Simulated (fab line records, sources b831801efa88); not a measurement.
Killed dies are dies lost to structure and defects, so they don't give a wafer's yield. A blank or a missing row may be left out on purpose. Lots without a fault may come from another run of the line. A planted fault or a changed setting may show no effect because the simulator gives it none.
fab line records | flow gf180mcu
record lots=14 wafers=42 last_day=34
route steps=602 shown STI@11 NWELL@53
lots that met no fault: from a run of the same line without faults
start_h: hours from the record's first day to the start of the lot's first wafer shown | wait_h: hours since the lot's step before | " the same as in the row above | L1.1+2: a row that stands for several wafers | - no value, or no start given | * or withheld: withheld | < > ~ a bound
route shown NAME@n: a module of which the file shows steps, and the number in the route of the first | usual: mean/standard deviation of fault-free wafers | same: alike in all rows | chamber/n: place in a boat | sites: the reading at each site | _std_site: their standard deviation | _edge_site: outer sites' mean less inner sites' | radius_mm: how far each site lies from the wafer's centre | mask NAME#n: copy n | behind: the tool/chamber that last shaped the wafer | hold: why the lot was held/for how many hours/how that ended | device: the transistor (n, p or np) that didn't switch | end of line: the same wafers' tests at the end of the route | a step without rows: its recipe alone | killed: dies lost to structure and defects at the first sort, not the wafer's yield | map: a wafer's dies, x killed, . not, _ none there
set.NAME: the setting as run; set.NAME@STEP: as run at that earlier step | model.NAME: the simulator's own value behind a step, which no gauge read
steps of the route over a sample of lots; a table a step, a row a wafer
services: from which hour (start_h, from the record's first day; less than 0 if before it) a tool's chamber was out of use, for how many hours, and why
## steps
# step GF_STI_PEB_10
# recipe peb_temp_c=135.9 peb_time_s=90 resist=KrF
# usual chill_plate_temp_C=23.00/0.089 exhaust_pa=44.9/0.94 resist_line_temp_C=23.03/0.12
# columns lot.wafer tool chamber start_h wait_h chill_plate_temp_C exhaust_pa resist_line_temp_C
L110.1 litho_track-04 0 24.63 - 23.05 45.9 22.99
L110.2 " 0 " " 22.97 46.1 23.04
L110.6 " 0 " " 22.93 45.9 23.07
L111.2 litho_track-02 0 30.20 - 22.99 45.6 23.12
L111.4 " 0 " " 22.81 44.4 22.98
L111.5 " 0 " " 22.99 44.9 22.80
L112.4 litho_track-03 0 36.60 - 22.99 45.0 22.97
L112.5 " 0 " " 22.94 44.7 23.10
L112.6 " 0 " " 22.90 45.3 23.10
L113.2 litho_track-03 0 40.64 - 23.03 44.7 23.29
L113.3 " 0 " " 23.17 46.1 23.21
L113.6 " 0 " " 23.06 46.0 23.18
L114.1 litho_track-03 0 45.10 - 23.21 44.5 23.19
L114.2 " 0 " " 23.01 45.0 23.05
L114.6 " 0 " " 22.81 46.3 23.18
L116.1 litho_track-03 0 56.70 - 23.00 46.0 22.86
L116.3 " 0 " " 23.08 45.3 23.06
L116.4 " 0 " " 22.95 44.8 22.99
L125.1 litho_track-04 - 102.18 - - - -
L125.3 " - " " - - -
L125.6 " - " " - - -
L126.1 litho_track-02 - 107.36 - - - -
L126.2 " - " " - - -
L126.3 " - " " - - -
L127.4 litho_track-02 0 112.91 - 23.03 44.3 22.83
L127.5 " 0 " " 23.24 43.9 22.92
L127.6 " 0 " " 23.10 44.8 22.84
L128.2 litho_track-04 0 117.91 - 22.99 44.2 22.75
L128.3 " 0 " " 22.99 44.0 22.76
L128.4 " 0 " " 22.87 43.5 22.80
L129.1 litho_track-04 0 122.63 - 23.02 44.9 22.98
L129.3 " 0 " " 22.96 44.1 23.05
L129.5 " 0 " " 23.07 43.8 23.00
L130.1 litho_track-03 0 128.30 - 22.92 44.1 23.07
L130.4 " 0 " " 22.97 45.4 23.12
L130.5 " 0 " " 23.02 44.4 23.02
L132.2 litho_track-02 0 138.20 - 23.04 44.8 23.04
L132.4 " 0 " " 22.82 45.4 23.07
L132.5 " 0 " " 23.00 45.4 23.02
L133.2 litho_track-04 0 144.86 - 23.10 45.4 23.12
L133.3 " 0 " " 22.95 44.2 23.31
L133.6 " 0 " " 22.90 43.2 23.40
# step GF_STI_ETCH_14
# recipe target=Si chemistry=HBr/Cl2/O2 target_depth_nm=360 icp_w=600 bias_w=150 pressure_mtorr=15 HBr_flow_sccm=150 Cl2_flow_sccm=40 O2_flow_sccm=6 time_s=102.9
# usual HBr_flow_sccm=150.0/0.5 drypump_motor_current_A=5.5/0.46 oes_product_au=1.001/0.0099 throttle_valve_pct=25.657/0.012
# columns lot.wafer tool chamber start_h wait_h HBr_flow_sccm drypump_motor_current_A oes_product_au rf_hours_counter_h throttle_valve_pct
L110.1 rie_si-02 2 25.18 0.0 150.3 5.8 1.011 55 25.669
L110.2 " 3 " " 149.7 5.1 0.995 66 25.655
L110.6 " 2 " " 151.5 5.7 1.006 - 25.648
L111.2 rie_si-02 1 30.71 0.0 149.9 6.2 1.008 1 25.644
L111.4 " 3 " " 149.7 5.1 0.994 66 25.672
L111.5 " 2 " " 149.9 5.7 1.008 - 25.648
L112.4 rie_si-02 1 37.05 0.0 150.4 6.2 1.010 1 25.640
L112.5 " 2 " " 150.1 5.7 1.006 - 25.631
L112.6 " 1 " " 150.2 6.2 1.011 - 25.644
L113.2 rie_si-02 1 41.15 0.0 150.2 6.1 1.008 1 25.666
L113.3 " 0 " " 151.2 4.9 0.987 139 25.655
L113.6 " 2 " " 149.8 5.7 1.006 - 25.635
L114.1 rie_si-02 1 45.70 0.0 150.1 6.2 1.010 1 25.657
L114.2 " 0 " " 150.2 4.9 1.004 139 25.644
L114.6 " 3 " " 150.7 5.1 0.983 - 25.679
L116.1 rie_si-02 2 57.25 0.0 150.0 5.8 1.015 55 25.639
L116.3 " 3 " " 150.2 5.1 0.994 66 25.652
L116.4 " 1 " " 149.9 6.2 1.001 1 25.629
L125.1 rie_si-02 1 102.73 0.0 151.5 6.2 1.015 2 25.646
L125.3 " 0 " " 149.4 4.9 1.004 139 25.686
L125.6 " 3 " " 149.6 5.1 0.992 - 25.670
L126.1 rie_si-02 2 107.91 0.0 149.9 5.7 1.005 56 25.654
L126.2 " 3 " " 149.5 5.1 0.994 67 25.655
L126.3 " 0 " " 150.8 4.9 1.001 139 25.659
L127.4 rie_si-02 2 113.36 0.0 150.5 5.7 1.000 56 25.652
L127.5 " 0 " " 149.6 4.9 1.004 - 25.665
L127.6 " 3 " " 150.0 5.1 0.988 - 25.653
L128.2 rie_si-02 0 118.43 0.0 149.3 4.9 1.005 139 25.663
L128.3 " 1 " " 150.4 6.2 1.009 2 25.643
L128.4 " 2 " " 149.8 5.7 1.004 56 25.665
L129.1 rie_si-01 0 123.18 0.0 149.6 5.0 0.989 56 25.673
L129.3 " 2 " " 150.4 5.9 0.997 7 25.661
L129.5 " 3 " " 150.8 6.0 1.008 - 25.656
L130.1 rie_si-01 1 128.85 0.0 150.4 5.7 1.003 67 25.656
L130.4 " 2 " " 149.5 5.9 0.998 7 25.659
L130.5 " 3 " " 149.7 6.0 1.019 - 25.659
L132.2 rie_si-02 2 138.71 0.0 150.1 5.7 1.005 56 25.655
L132.4 " 3 " " 150.2 5.1 0.990 - 25.658
L132.5 " 1 " " 149.9 6.2 1.008 - 25.646
L133.2 rie_si-02 3 145.38 0.0 149.6 5.1 0.987 67 25.668
L133.3 " 2 " " 150.2 5.7 1.001 56 25.645
L133.6 " 1 " " 149.4 6.2 1.007 - 25.632
# step GF_STI_THK_MEAS_22
# recipe reads=SiO2_of_STI_OXIDATION_21
# usual STI_OXIDATION_01_THK=15.14/0.27
# columns lot.wafer tool chamber start_h wait_h STI_OXIDATION_01_THK[nm]
L110.1 film_metro-03 - 26.98 0.0 14.97
L110.2 " - " " 14.80
L110.6 " - " " 15.09
L111.2 film_metro-02 - 32.43 0.0 14.70
L111.4 " - " " 14.96
L111.5 " - " " 15.03
L112.4 film_metro-01 - 38.75 0.0 15.43
L112.5 " - " " 14.94
L112.6 " - " " 15.34
L113.2 film_metro-01 - 43.90 0.0 15.10
L113.3 " - " " 15.15
L113.6 " - " " 15.31
L114.1 film_metro-01 - 48.80 0.0 15.32
L114.2 " - " " 15.48
L114.6 " - " " 15.07
L116.1 film_metro-03 - 58.91 0.0 14.57
L116.3 " - " " 14.79
L116.4 " - " " 14.45
L125.1 film_metro-03 - 104.38 0.0 15.31
L125.3 " - " " 15.29
L125.6 " - " " 15.49
L126.1 film_metro-02 - 109.56 0.0 15.03
L126.2 " - " " 15.05
L126.3 " - " " 15.21
L127.4 film_metro-03 - 115.07 0.1 15.19
L127.5 " - " " 15.44
L127.6 " - " " 15.42
L128.2 film_metro-01 - 120.09 0.0 15.32
L128.3 " - " " 15.59
L128.4 " - " " 15.68
L129.1 film_metro-03 - 124.85 0.0 15.21
L129.3 " - " " 15.18
L129.5 " - " " 15.21
L130.1 film_metro-01 - 130.99 0.0 15.38
L130.4 " - " " 15.30
L130.5 " - " " 15.02
L132.2 film_metro-01 - 140.40 0.0 14.84
L132.4 " - " " 14.68
L132.5 " - " " 14.89
L133.2 film_metro-01 - 149.20 0.0 15.40
L133.3 " - " " 15.25
L133.6 " - " " 15.05
# step GF_NWELL_TW_MEAS_11
# usual NWELL_TW=1590/8
# columns lot.wafer tool chamber start_h wait_h NWELL_TW
L110.1 film_metro-04 - 55.54 0.1 1591
L110.2 " - " " 1592
L110.6 " - " " 1589
L111.2 film_metro-01 - 61.00 0.1 1600
L111.4 " - " " 1599
L111.5 " - " " 1611
L112.4 film_metro-03 - 67.86 0.1 1581
L112.5 " - " " 1582
L112.6 " - " " 1582
L113.2 film_metro-01 - 71.78 0.1 1603
L113.3 " - " " 1605
L113.6 " - " " 1607
L114.1 film_metro-04 - 78.02 0.1 1595
L114.2 " - " " 1604
L114.6 " - " " 1595
L116.1 film_metro-03 - 87.96 0.1 1589
L116.3 " - " " 1579
L116.4 " - " " 1579
L127.4 film_metro-01 - 148.69 0.1 1590
L127.5 " - " " 1588
L127.6 " - " " 1589
L128.2 film_metro-04 - 153.55 0.1 1585
L128.3 " - " " 1592
L128.4 " - " " 1594
L129.1 film_metro-04 - 159.54 0.1 1593
L129.3 " - " " 1588
L129.5 " - " " 1594
L130.1 film_metro-04 - 166.45 0.1 1590
L130.4 " - " " 1598
L130.5 " - " " 1595
L132.2 film_metro-01 - 176.26 0.1 1579
L132.4 " - " " 1577
L132.5 " - " " 1586
L133.2 film_metro-01 - 187.10 0.1 1584
L133.3 " - " " 1579
L133.6 " - " " 1594
## services
# columns tool chamber start_h hours kind
rie_si-02 0 21.92 2.7 repair
rie_si-01 3 50.79 6.0 repair
rie_si-02 0 90.36 9.0 repair
rie_si-02 0 132.78 - clean
rie_si-02 0 132.78 21.2 scheduled_down
rie_si-02 0 132.78 21.2 vent_cycle
## key
first_sign step=GF_STI_PEB_10 reading=tool_record direction=missing
effect none on later readings
met_at GF_STI_PEB_10
struck_lots L125,L126
later_rows_left_out L125.1,L125.3,L125.6,L126.1,L126.2,L126.3
sort_left_out L125.1,L125.3,L125.6,L126.1,L126.2,L126.3
tester_left_out L125,L126
not_acting_at GF_STI_ETCH_14,GF_STI_THK_MEAS_22,GF_NWELL_TW_MEAS_11
onset_between 30.20 102.18
fault kind=skipped_step_whole tool=litho_track-02,litho_track-04 chamber=- onset_h=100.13 steps=GF_STI_PEB_10 scope=struck_lots_only
# tester_left_out: of these lots the tester's yield and bins aren't shown, on N5 and GAA mostly nor the transistor test; their killed dies are dies lost to structure and defects alone, not to doping, threshold or leakage, so they don't give the yield
# sort_left_out: the simulated sort isn't trusted on such a fault, so these wafers' sort isn't shown, and their yield isn't known
# later_rows_left_out: the simulator's readings of these wafers behind a module that went badly wrong aren't trusted and aren't shown, but for the sort
